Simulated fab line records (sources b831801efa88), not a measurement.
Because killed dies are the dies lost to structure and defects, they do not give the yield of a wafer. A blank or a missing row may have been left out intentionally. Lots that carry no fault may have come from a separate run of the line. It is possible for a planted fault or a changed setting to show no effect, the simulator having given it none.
The tool behind it: which one? | flow gf180mcu | 11 lots, 33 wafers sampled, at 6 steps of a route of 602

WHAT THE GAUGES SHOWED, per wafer
GF_V1_OVL_MEAS_15. Usual: for V1_OVL the level is 4 nm and the standard deviation is 5.4.
lot  | measured     | on         | V1_OVL (nm) | flag
L752 | day 18 11:21 | overlay-01 | 1 3 4       |
L753 | day 18 17:08 | overlay-02 | 1 7 2       |
L756 | day 20 00:46 | overlay-02 | 11 7 4      |
L758 | day 20 16:28 | overlay-02 | 5 3 1       |
L759 | day 20 21:22 | overlay-01 | 10 4 4      |
L760 | day 21 14:14 | overlay-01 | 3 13 7      |
L761 | day 21 21:52 | overlay-01 | -4 0 2      |
L764 | day 23 07:46 | overlay-02 | 9 10 4      |
L767 | day 24 06:06 | overlay-02 | -6 -2 1     |
L768 | day 24 11:05 | overlay-01 | 6 11 4      |
L769 | day 24 17:03 | overlay-01 | -1 -4 -7    |

GF_V1_RS_MEAS_24: uses a four-point probe to measure. Usual: for V1_W_RS the level is 0.327 ohm/sq and the standard deviation is 0.0038.
lot  | measured     | on            | V1_W_RS (ohm/sq)  | flag
L752 | day 18 12:26 | film metro-04 | 0.328 0.328 0.328 |
L753 | day 18 18:03 | film metro-04 | 0.328 0.330 0.329 |
L756 | day 20 01:41 | film metro-01 | 0.332 0.325 0.324 |
L758 | day 20 17:25 | film metro-01 | 0.337 0.329 0.334 |
L759 | day 20 22:39 | film metro-01 | 0.329 0.323 0.326 |
L760 | day 21 15:11 | film metro-02 | 0.323 0.323 0.328 |
L761 | day 21 22:48 | film metro-02 | 0.329 0.326 0.324 |
L764 | day 23 08:40 | film metro-02 | 0.328 0.326 0.331 |
L767 | day 24 07:10 | film metro-01 | 0.349 0.330 0.330 |
L768 | day 24 12:08 | film metro-02 | 0.327 0.345 0.331 |
L769 | day 24 18:00 | film metro-01 | 0.352 0.326 0.327 |

GF_V1_THK_MEAS_25: measures by xrf. Usual: for V1_W_THK the level is 344 nm and the standard deviation is 3.8.
lot  | measured     | on            | V1_W_THK (nm) | flag
L752 | day 18 12:32 | film metro-04 | 343 340 343   |
L753 | day 18 18:10 | film metro-04 | 343 340 341   |
L756 | day 20 01:47 | film metro-01 | 341 346 348   |
L758 | day 20 17:32 | film metro-01 | 333 344 338   |
L759 | day 20 22:46 | film metro-01 | 345 348 347   |
L760 | day 21 15:18 | film metro-02 | 345 349 342   |
L761 | day 21 22:54 | film metro-02 | 343 346 348   |
L764 | day 23 08:47 | film metro-02 | 344 348 343   |
L767 | day 24 07:17 | film metro-01 | 322 337 339   |
L768 | day 24 12:15 | film metro-02 | 342 327 340   |
L769 | day 24 18:07 | film metro-01 | 317 343 340   |

WHAT TOOL EACH LOT RAN ON (gives the tool, then ch and the chambers of the sampled wafers, and finally the start)
lot  | GF_V1_STRIP_18                       | GF_V1_SPUTTER_21             | GF_V1_CVD_23
L752 | plasma asher-04 ch 0,1, day 18 11:32 | pvd sputter-04, day 18 12:05 | cvd w-02 ch 0, day 18 12:15
L753 | plasma asher-03 ch 0,1, day 18 17:18 | pvd sputter-01, day 18 17:50 | cvd w-02 ch 0,1, day 18 17:56
L756 | plasma asher-03 ch 0,1, day 20 00:55 | pvd sputter-01, day 20 01:27 | cvd w-01 ch 0, day 20 01:33
L758 | plasma asher-02 ch 0,1, day 20 16:37 | pvd sputter-01, day 20 17:11 | cvd w-02 ch 0,1, day 20 17:17
L759 | plasma asher-04 ch 0,1, day 20 21:32 | pvd sputter-01, day 20 22:25 | cvd w-02 ch 0,1, day 20 22:31
L760 | plasma asher-03 ch 0,1, day 21 14:24 | pvd sputter-03, day 21 14:58 | cvd w-02 ch 0,1, day 21 15:04
L761 | plasma asher-03 ch 0,1, day 21 22:03 | pvd sputter-03, day 21 22:33 | cvd w-02 ch 0,1, day 21 22:41
L764 | plasma asher-02 ch 0,1, day 23 07:56 | pvd sputter-03, day 23 08:28 | cvd w-01 ch 0,1, day 23 08:34
L767 | plasma asher-04 ch 0,1, day 24 06:16 | pvd sputter-04, day 24 06:58 | cvd w-02 ch 0,1, day 24 07:04
L768 | plasma asher-03 ch 0,1, day 24 11:15 | pvd sputter-03, day 24 11:55 | cvd w-02 ch 0,1, day 24 12:01
L769 | plasma asher-03 ch 0,1, day 24 17:13 | pvd sputter-04, day 24 17:47 | cvd w-02 ch 0,1, day 24 17:53
- GF_V1_STRIP_18: strips in O2/N2.
- GF_V1_SPUTTER_21: material Ti, target thk 15 nm, time 80.02 s.
- GF_V1_CVD_23: deposits W, target thk 350 nm, time 105.05 s.

WHAT THE TOOLS THEMSELVES READ (means of the sampled wafers that have a number; where no wafer has one, the mark that the record gives instead)
GF_V1_STRIP_18. Usual: chamber pressure mTorr 1500.2 mTorr, standard deviation 1.4; drypump motor current A 5.7 A, standard deviation 0.53; heater power w 334 W, standard deviation 28; n2 flow sccm 299.9 sccm, standard deviation 0.93; oes product au 0.593 a.u., standard deviation 0.0051.
lot  | tool            | chamber pressure mTorr (mTorr) | drypump motor current A (A) | heater power w (W) | n2 flow sccm (sccm) | oes product au (a.u.) | flag
L752 | plasma asher-04 | 1497.8                         | 6.0                         | 332                | 300.4               | 0.592                 |
L753 | plasma asher-03 | 1500.0                         | 5.2                         | 325                | 301.0               | 0.593                 |
L756 | plasma asher-03 | 1501.1                         | 5.2                         | 322                | 300.6               | 0.596                 |
L758 | plasma asher-02 | 1500.3                         | 5.4                         | 325                | 299.6               | 0.593                 |
L759 | plasma asher-04 | 1502.2                         | 6.0                         | 340                | 299.4               | 0.586                 |
L760 | plasma asher-03 | 1499.8                         | 5.2                         | 320                | 300.6               | 0.596                 |
L761 | plasma asher-03 | 1499.8                         | 5.7                         | 345                | 300.6               | 0.600                 |
L764 | plasma asher-02 | 1501.0                         | 5.7                         | 331                | 299.2               | 0.595                 |
L767 | plasma asher-04 | 1500.7                         | 6.0                         | 336                | 299.9               | 0.592                 |
L768 | plasma asher-03 | 1498.7                         | 5.7                         | 351                | 300.4               | 0.598                 |
L769 | plasma asher-03 | 1499.4                         | 5.2                         | 323                | 300.1               | 0.590                 |

GF_V1_SPUTTER_21. Usual: throttle valve pct 30.3 %, standard deviation 0.92.
lot  | tool           | throttle valve pct (%) | flag
L752 | pvd sputter-04 | 30.7                   |
L753 | pvd sputter-01 | 30.2                   |
L756 | pvd sputter-01 | 30.3                   |
L758 | pvd sputter-01 | 30.2                   |
L759 | pvd sputter-01 | 30.5                   |
L760 | pvd sputter-03 | 30.5                   |
L761 | pvd sputter-03 | 30.8                   |
L764 | pvd sputter-03 | 30.2                   |
L767 | pvd sputter-04 | 30.3                   |
L768 | pvd sputter-03 | 30.9                   |
L769 | pvd sputter-04 | 30.4                   |

GF_V1_CVD_23. Usual: heater power w 825 W, standard deviation 84.
lot  | tool     | heater power w (W) | flag
L752 | cvd w-02 | 787                |
L753 | cvd w-02 | 805                |
L756 | cvd w-01 | 719                |
L758 | cvd w-02 | 803                |
L759 | cvd w-02 | 803                |
L760 | cvd w-02 | 795                |
L761 | cvd w-02 | 817                |
L764 | cvd w-01 | 938                |
L767 | cvd w-02 | 804                |
L768 | cvd w-02 | 817                |
L769 | cvd w-02 | 819                |

THE ANSWER, worked out from the rows above alone
Rule: take the mean of a lot's wafers that have a number; if it is more than 3 standard deviations from the usual mean, the lot is off. A lot without any number at a reading at which 4 lots or more have one is off too. Any other lot the step has rows for is counted as sound. The gauges are gone through in route order, then the tools' own readings, and for those a lot's mean is taken as printed above. At the first step where some lot is off, the reading lying furthest off is the one used; lots without a number count as furthest.
No lot is off on any of the readings shown, so nothing can be concluded from this.

WHAT THE SIMULATOR HAD PUT IN
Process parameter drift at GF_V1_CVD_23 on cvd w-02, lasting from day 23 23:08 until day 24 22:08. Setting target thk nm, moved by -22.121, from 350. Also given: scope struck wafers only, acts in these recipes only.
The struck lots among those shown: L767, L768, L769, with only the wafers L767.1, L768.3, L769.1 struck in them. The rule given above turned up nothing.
